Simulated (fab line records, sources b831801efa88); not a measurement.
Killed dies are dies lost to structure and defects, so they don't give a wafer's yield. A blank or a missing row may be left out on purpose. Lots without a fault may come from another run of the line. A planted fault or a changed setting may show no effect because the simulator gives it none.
Chamber matching | flow gf180mcu | GF_V3_CMP_04 on cmp-01: 4 sister chambers
The step polishes SiO2. 8 wafers are shown with their chamber, then 7 later ones without.

WAFERS WITH THEIR CHAMBER
wafer  | chamber | motor_current_A (A) | time_to_endpoint_s (s)
L909.3 | 2       | 11.7                | 83
L911.4 | 3       | 13.3                | 72
L911.6 | 2       | 12.2                | 74
L928.1 | 1       | 11.0                | 67
L928.5 | 0       | 12.5                | 71
L928.6 | 1       | 10.6                | 77
L929.1 | 0       | 12.1                | 78
L929.3 | 3       | 12.4                | 69

WAFERS WITHOUT THEIR CHAMBER
wafer  | motor_current_A (A) | time_to_endpoint_s (s)
L929.5 | 13.1                | 79
L930.1 | 11.7                | 73
L930.4 | 12.3                | 74
L930.5 | 10.8                | 75
L931.1 | 13.1                | 70
L931.3 | 12.4                | 63
L931.5 | 12.8                | 72

WHICH CHAMBER EACH WENT THROUGH
wafer  | from the rows above               | in truth
L929.5 | can't be placed: 3 or 0 or 2      | 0
L930.1 | can't be placed: 2 or 0 or 1 or 3 | 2
L930.4 | can't be placed: 0 or 2 or 3      | 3
L930.5 | 1                                 | 1
L931.1 | can't be placed: 3 or 0           | 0
L931.3 | can't be placed: 3 or 0 or 2      | 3
L931.5 | can't be placed: 3 or 0           | 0
Placed correctly: 1 of 7. Can't be placed from these rows: 6 (the true chamber is among the candidates in 6). Placed wrongly: 0.
How it was worked out, from the rows above alone: a wafer's distance from a chamber is the root of the sum, over the readings, of the square of ((its reading less the chamber's mean) divided by the reading's scatter). The wafer belongs to the nearest chamber; if the next one is less than 2 further off, it can't be placed. A chamber's mean is the mean of its shown wafers. The scatter: the root of (the sum of the squares of (reading less its chamber's mean) over the shown wafers, divided by (wafers less chambers)).
